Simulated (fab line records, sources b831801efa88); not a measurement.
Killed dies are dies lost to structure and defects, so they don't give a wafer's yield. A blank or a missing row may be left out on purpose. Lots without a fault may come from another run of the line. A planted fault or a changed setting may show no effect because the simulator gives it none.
Which tool did it? | flow gf180mcu | 14 lots, 42 wafers sampled, at 4 steps of a route of 602

WHAT THE GAUGES READ, wafer by wafer
The record holds no reading of a measuring or inspecting step that can be judged against a usual standard deviation.

WHICH TOOL RAN EACH LOT (tool, then ch and the chambers of the sampled wafers, then the start)
lot  | GF_PSD_CLEAN_12                 | GF_M3_SPUTTER_02             | GF_V4_CMP_04                  | GF_V4_SPUTTER_21
L131 | wet_bench-03 ch 0, day 14 07:43 | pvd_sputter-02, day 20 11:12 | cmp-02 ch 0,1, day 23 16:00   | pvd_sputter-04, day 24 17:01
L132 | wet_bench-03 ch 1, day 14 09:30 | pvd_sputter-03, day 20 14:31 | cmp-02 ch 1,2,3, day 23 17:47 | pvd_sputter-02, day 24 17:01
L133 | wet_bench-03 ch 0, day 14 21:40 | pvd_sputter-01, day 21 01:31 | cmp-02 ch 0,1, day 24 02:50   | pvd_sputter-02, day 25 02:11
L134 | wet_bench-02 ch 0, day 15 04:16 | pvd_sputter-03, day 21 09:40 | cmp-02 ch 1,2,3, day 24 11:45 | pvd_sputter-01, day 25 10:50
L135 | wet_bench-01 ch 2, day 15 12:38 | pvd_sputter-03, day 21 19:36 | cmp-02 ch 0,2, day 24 20:17   | pvd_sputter-02, day 25 19:08
L137 | wet_bench-02 ch 1, day 16 09:14 | pvd_sputter-01, day 22 17:57 | cmp-02 ch 0,2,3, day 25 16:52 | pvd_sputter-04, day 26 15:03
L136 | wet_bench-03 ch 1, day 16 11:07 | pvd_sputter-01, day 22 19:30 | cmp-01 ch 0,3, day 25 18:41   | pvd_sputter-04, day 26 16:57
L138 | wet_bench-03 ch 3, day 16 19:05 | pvd_sputter-01, day 23 02:28 | cmp-01 ch 2,3, day 26 02:05   | pvd_sputter-04, day 26 23:43
L139 | wet_bench-02 ch 0, day 17 03:32 | pvd_sputter-02, day 23 08:48 | cmp-02 ch 0,2, day 26 05:53   | pvd_sputter-01, day 27 03:54
L140 | wet_bench-03 ch 0, day 17 16:08 | pvd_sputter-03, day 24 00:20 | cmp-02 ch 1,2,3, day 26 21:56 | pvd_sputter-02, day 27 19:04
L141 | wet_bench-02 ch 2, day 18 01:28 | pvd_sputter-03, day 24 09:26 | cmp-02 ch 0,1,3, day 27 04:58 | pvd_sputter-04, day 28 01:46
L143 | wet_bench-03 ch 3, day 18 16:19 | pvd_sputter-01, day 24 22:27 | cmp-02 ch 0,3, day 27 17:18   | pvd_sputter-02, day 28 14:48
L150 | wet_bench-03 ch 3, day 21 11:31 | pvd_sputter-01, day 27 08:49 | cmp-02 ch 1,2, day 30 00:05   | pvd_sputter-02, day 30 20:03
L152 | wet_bench-03 ch 0, day 21 19:13 | pvd_sputter-02, day 27 16:06 | cmp-02 ch 1,2,3, day 30 05:44 | pvd_sputter-02, day 31 00:58
- GF_PSD_CLEAN_12: cleans in SC1/SC2, time 150 s.
- GF_M3_SPUTTER_02: material AlCu, target thk 450 nm, time 23.9 s.
- GF_V4_CMP_04: polishes SiO2.
- GF_V4_SPUTTER_21: material Ti, target thk 15 nm, time 80.02 s.

WHAT THE TOOLS THEMSELVES READ (means of the sampled wafers that have a number; where no wafer has one, the mark that the record gives instead)
GF_PSD_CLEAN_12.
lot  | tool         | run_length_s (s)
L131 | wet_bench-03 | 176
L132 | wet_bench-03 | 176
L133 | wet_bench-03 | 185
L134 | wet_bench-02 | 174
L135 | wet_bench-01 | 183
L137 | wet_bench-02 | 176
L136 | wet_bench-03 | 177
L138 | wet_bench-03 | 178
L139 | wet_bench-02 | 174
L140 | wet_bench-03 | 176
L141 | wet_bench-02 | 175
L143 | wet_bench-03 | 183
L150 | wet_bench-03 | 41
L152 | wet_bench-03 | 42

GF_M3_SPUTTER_02.
lot  | tool           | throttle_valve_pct (%)
L131 | pvd_sputter-02 | 30.7
L132 | pvd_sputter-03 | 30.0
L133 | pvd_sputter-01 | 30.5
L134 | pvd_sputter-03 | 30.5
L135 | pvd_sputter-03 | 29.8
L137 | pvd_sputter-01 | 31.9
L136 | pvd_sputter-01 | 32.0
L138 | pvd_sputter-01 | 32.0
L139 | pvd_sputter-02 | 29.1
L140 | pvd_sputter-03 | 30.0
L141 | pvd_sputter-03 | 30.0
L143 | pvd_sputter-01 | 30.7
L150 | pvd_sputter-01 | 31.4
L152 | pvd_sputter-02 | 30.4

GF_V4_CMP_04.
lot  | tool   | motor_current_A (A) | retaining_ring_pressure_frac | time_to_endpoint_s (s)
L131 | cmp-02 | 12.7                | 1.004                        | 80
L132 | cmp-02 | 11.5                | 0.998                        | 82
L133 | cmp-02 | 12.7                | 0.995                        | 78
L134 | cmp-02 | 11.2                | 0.999                        | 86
L135 | cmp-02 | 12.2                | 1.003                        | 81
L137 | cmp-02 | 12.5                | 1.002                        | 77
L136 | cmp-01 | 12.5                | 1.005                        | 83
L138 | cmp-01 | 12.3                | 0.996                        | 78
L139 | cmp-02 | 12.9                | 1.003                        | 79
L140 | cmp-02 | 11.3                | 1.002                        | 84
L141 | cmp-02 | 12.2                | 0.998                        | 82
L143 | cmp-02 | 13.3                | 0.996                        | 78
L150 | cmp-02 | 10.4                | 0.996                        | 89
L152 | cmp-02 | 11.3                | 1.001                        | 84

GF_V4_SPUTTER_21.
lot  | tool           | throttle_valve_pct (%)
L131 | pvd_sputter-04 | 31.0
L132 | pvd_sputter-02 | 30.1
L133 | pvd_sputter-02 | 30.2
L134 | pvd_sputter-01 | 31.2
L135 | pvd_sputter-02 | 29.9
L137 | pvd_sputter-04 | 30.8
L136 | pvd_sputter-04 | 30.7
L138 | pvd_sputter-04 | 30.9
L139 | pvd_sputter-01 | 31.2
L140 | pvd_sputter-02 | 30.3
L141 | pvd_sputter-04 | 31.1
L143 | pvd_sputter-02 | 30.0
L150 | pvd_sputter-02 | 29.9
L152 | pvd_sputter-02 | 29.2

THE ANSWER, worked out from the rows above alone
Rule: what is usual is taken from the lots themselves. Put in order of their means at a reading, lots are off if they are a third of the lots or fewer, leave a main group of 4 or more, and stand apart from it by a gap of 3 or more times the standard deviation of the main group's means; of several such gaps the widest counts. A main group whose means are all the same, to the digits that the tables above print for the reading, isn't used. A lot without any number at a reading at which 4 lots or more have one is off too. The other lots that the step has rows for count as sound. The gauges are gone through in route order, then the tools' own readings, and for those a lot's mean is taken as printed above. The first step at which some lot is off is used, and at that step the reading that is off furthest; a lot without a number counts as furthest.
Off: L150, L152, at GF_PSD_CLEAN_12 (run_length_s). The main group: mean 178 s, standard deviation 3.6.
A tool fits if, at that step or a process step before it, it ran every lot that is off, and no sound lot after the first of them. One fits: wet_bench-03 at GF_PSD_CLEAN_12. Its last sound lot is L143 (day 18 16:19), its first lot that is off L150 (day 21 11:31): a fault that began between those two fits.
The tool's own readings at GF_PSD_CLEAN_12 bear it out: on the lots that are off they differ by more than 5 times the standard deviation of the sound lots' means. run_length_s reads 42 s there against 178 s on the sound lots.

WHAT THE SIMULATOR HAD PUT IN
Process parameter drift: wet_bench-03, from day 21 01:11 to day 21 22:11, at GF_PSD_CLEAN_12. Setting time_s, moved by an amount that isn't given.
Lots struck among those shown: L150, L152. The rule above found the same.
